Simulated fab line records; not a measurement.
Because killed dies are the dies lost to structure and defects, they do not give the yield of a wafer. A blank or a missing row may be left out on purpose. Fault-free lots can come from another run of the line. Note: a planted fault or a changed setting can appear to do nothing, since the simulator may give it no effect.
Code-filled problem report in 8D (eight disciplines) form + flow gf180mcu + the parts of the form that need people (team, actions taken, sign-off) are left out

1. THE PROBLEM
At GF_POLY_GATE_ETCH_13, run_length_s averages 110.4 s over 6 wafers from 2 lots, while fault-free wafers read 98.1 s, standard deviation 0.5. That puts it +25 standard deviations away from the usual mean.
The step: etches poly-Si in HBr/Cl2, stops on SiO2, target depth 198.5 nm, time 69.6 s.
First seen on wafer L979.1, day 12 15:31, on rie_si-02. At this step, 18 wafers from 6 lots have a number in the record. By rule, "out" or "out of limits" means more than 4 standard deviations away from the usual mean. The other wafers with a number count as sound.

2. WHAT IT IS, AND WHAT IT ISN'T
| question                    | is                           | is not                                                                   |
|-----------------------------|------------------------------|--------------------------------------------------------------------------|
| which readings at this step | run_length_s, oes_product_au | drypump_motor_current_A, throttle_valve_pct                              |
| which lots                  | L979, L980                   | L970, L972, L988, L991                                                   |
| which wafers of those lots  | all that have a number       | -                                                                        |
| read on which tools         | rie_si-02                    | rie_si-01                                                                |
| when                        | from day 12 15:31            | up to then (6 sound wafers); but 6 sound wafers of L988, L991 came after |

3. THE SUSPECTS, EACH WITH WHAT RULES IT OUT
Counting: any tool at a process step up to the reading is kept as a suspect provided that every lot that is out went through it and no sound lot did after the first of them.
- rie_si-02 at GF_POLY_GATE_ETCH_13 (etches poly-Si in HBr/Cl2, stops on SiO2, target depth 198.5 nm, time 69.6 s): kept. It ran every lot that is out, first L979 (day 12 15:31), and no sound lot after that; its last sound lot up to then is L972 (day 10 10:07). Its own oes_product_au, run_length_s readings are out on those wafers.
After counting, what remains is rie_si-02 at GF_POLY_GATE_ETCH_13.

4. THE CAUSE (what the simulator had put in)
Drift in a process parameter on rie_si-02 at GF_POLY_GATE_ETCH_13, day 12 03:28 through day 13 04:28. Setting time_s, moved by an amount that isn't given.
Counting left only this tool.

5. SEQUENCE OF EFFECTS, ordered by route
Rows list readings where the struck wafers' mean (over those with a number) sits beyond 3 standard deviations from the usual. Scope: only readings with a usual standard deviation given in the record; hours: median across lots of the time from each lot's start at the first step in this table that gives one to its start at this step; sigmas: change in usual standard deviations.
| hours | step                 | reading        | usual      | on struck wafers | change | sigmas |
|-------|----------------------|----------------|------------|------------------|--------|--------|
| 0     | GF_POLY_GATE_ETCH_13 | oes_product_au | 0.989 a.u. | 0.899            | -0.090 | -13    |
| 0     | GF_POLY_GATE_ETCH_13 | run_length_s   | 98.1 s     | 110.4            | +12.3  | +25    |
Its process steps:
- GF_POLY_GATE_ETCH_13: etches poly-Si in HBr/Cl2, stops on SiO2, target depth 198.5 nm, time 69.6 s.

6. WHAT WOULD HAVE CAUGHT IT SOONER
The fault began at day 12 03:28; the first out-of-limits reading in this record came at day 12 15:31, 12 hours later.
